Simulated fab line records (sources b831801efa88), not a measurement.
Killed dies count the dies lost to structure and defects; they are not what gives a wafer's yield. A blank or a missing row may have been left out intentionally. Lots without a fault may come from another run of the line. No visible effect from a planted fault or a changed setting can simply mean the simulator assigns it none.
2 desks looking at one fault | flow gf180mcu | numbers are kept per desk, each desk with only its own; the story behind them comes last

== FROM THE METROLOGY DESK ==
What the gauges read, lot by lot, whatever tool the lot ran on: means of the sampled wafers that have a number. If a lot's mean is further than 4 standard deviations from the usual mean, the lot is out of limits and carries the mark OUT (the distance appears in the brackets).
Columns: A = MIM_CVD_05_THK at GF_MIM_THK_MEAS_06, usual 41.8 nm
lot  | first seen here | A
L570 | day 25 03:47    | 42.0
L572 | day 25 23:58    | 41.7
L571 | day 26 01:34    | 41.4
L573 | day 26 11:35    | 42.4
L575 | day 27 03:38    | 41.4
L576 | day 27 06:07    | 41.5
L577 | day 27 17:16    | 43.0
L579 | day 28 09:13    | 42.3
L582 | day 29 04:03    | 41.4
L583 | day 29 12:01    | 41.9
L584 | day 29 17:17    | 42.3
L586 | day 30 03:41    | 41.4
L588 | day 30 18:38    | 41.3
Result from this desk: across the 13 lots, nothing is out of limits.

== FOR THE TOOL OWNER'S DESK: pvd_sputter-04 ==
The tool's own readings at GF_M3_SPUTTER_03 (material Ti, target thk 10 nm, time 6.7 s): means of the sampled wafers that have a number, for each lot that ran on this tool. If a lot's mean is further than 4 standard deviations from the usual mean, the lot is out of limits and carries the mark OUT (the distance appears in the brackets).
Columns: A = throttle_valve_pct at GF_M3_SPUTTER_03, usual 30.0 %
lot  | first seen here | A
L572 | day 22 01:58    | 30.2
L573 | day 22 14:43    | 29.9
L575 | day 23 06:19    | 30.2
L576 | day 23 10:04    | 29.4
L582 | day 25 11:40    | 30.3
L583 | day 25 22:10    | 29.1
L586 | day 26 14:40    | 29.5
L588 | day 27 07:20    | 29.1
Result from this desk: across the 8 lots, nothing is out of limits.

== TAKEN TOGETHER ==
Nothing out of limits was seen by the metrology desk.
Nothing out of limits was seen by the tool owner's desk.

== WHAT THE SIMULATOR HAD PUT IN ==
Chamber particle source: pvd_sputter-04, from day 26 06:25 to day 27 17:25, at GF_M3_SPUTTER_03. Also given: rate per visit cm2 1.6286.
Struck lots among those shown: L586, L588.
